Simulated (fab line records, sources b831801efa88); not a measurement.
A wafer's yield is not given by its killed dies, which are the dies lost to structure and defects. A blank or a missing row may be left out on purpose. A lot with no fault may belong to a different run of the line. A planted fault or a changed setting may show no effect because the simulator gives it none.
Which tool did it? + flow gf180mcu + 21 wafers from 7 lots sampled at 3 of the route's 602 steps

WHAT EACH GAUGE READ, for each wafer
GF_HV_LDD_RS_MEAS_53: the measuring method here is four-point-probe.
| lot  | measured     | on            | HV_LDD_RS (ohm/sq) |
|------|--------------|---------------|--------------------|
| L613 | day 13 04:56 | film_metro-03 | 418.6 419.5 418.8  |
| L615 | day 13 12:44 | film_metro-04 | 418.2 418.8 418.0  |
| L624 | day 16 08:49 | film_metro-03 | 373.5 373.6 373.4  |
| L627 | day 17 08:17 | film_metro-04 | 417.4 417.6 417.8  |
| L631 | day 18 18:31 | film_metro-03 | 418.7 419.9 418.6  |
| L633 | day 19 11:24 | film_metro-02 | 420.0 418.9 418.6  |
| L635 | day 19 22:13 | film_metro-04 | 416.5 415.7 417.4  |

WHAT TOOL EACH LOT RAN ON (gives the tool, then ch and the chambers of the sampled wafers, and finally the start)
| lot  | GF_HV_LDD_IMPLANT_34            | GF_HV_LDD_RTA_52                 |
|------|---------------------------------|----------------------------------|
| L613 | implanter-04 ch 0, day 12 08:31 | rtp_anneal-02 ch 0, day 13 04:48 |
| L615 | implanter-02 ch 0, day 12 16:10 | rtp_anneal-02 ch 0, day 13 12:37 |
| L624 | implanter-02 ch 0, day 15 10:02 | rtp_anneal-01 ch 0, day 16 08:46 |
| L627 | implanter-01 ch 0, day 16 08:22 | rtp_anneal-02 ch 0, day 17 08:13 |
| L631 | implanter-01 ch 0, day 17 17:29 | rtp_anneal-02 ch 0, day 18 18:23 |
| L633 | implanter-04 ch 0, day 18 09:52 | rtp_anneal-02 ch 0, day 19 11:19 |
| L635 | implanter-02 ch 0, day 18 20:31 | rtp_anneal-01 ch 0, day 19 22:08 |
- GF_HV_LDD_IMPLANT_34
- GF_HV_LDD_RTA_52: time 10 s.

THE ANSWER, worked out from the rows above alone
Rule: usual is defined by the lots themselves. Put in order of their means at a reading, lots are off if they are a third of the lots or fewer, leave a main group of 4 or more, and stand apart from it by a gap of 3 or more times the standard deviation of the main group's means; of several such gaps the widest counts. A main group whose means are all the same, to the digits that the tables above print for the reading, isn't used. A lot without any number at a reading at which 4 lots or more have one is off too. Any other lot the step has rows for is counted as sound.
Off: at GF_HV_LDD_RS_MEAS_53 (HV_LDD_RS), L624. Mean 418.3 ohm/sq and standard deviation 0.95 in the main group.
If a tool, at a process step before that reading, ran all the lots that are off and no sound lot after the first of them, it fits. Those tools and the gauges at GF_HV_LDD_RS_MEAS_53 are tried in the same way. No candidate that was tried fits.

WHAT WAS PUT IN BY THE SIMULATOR
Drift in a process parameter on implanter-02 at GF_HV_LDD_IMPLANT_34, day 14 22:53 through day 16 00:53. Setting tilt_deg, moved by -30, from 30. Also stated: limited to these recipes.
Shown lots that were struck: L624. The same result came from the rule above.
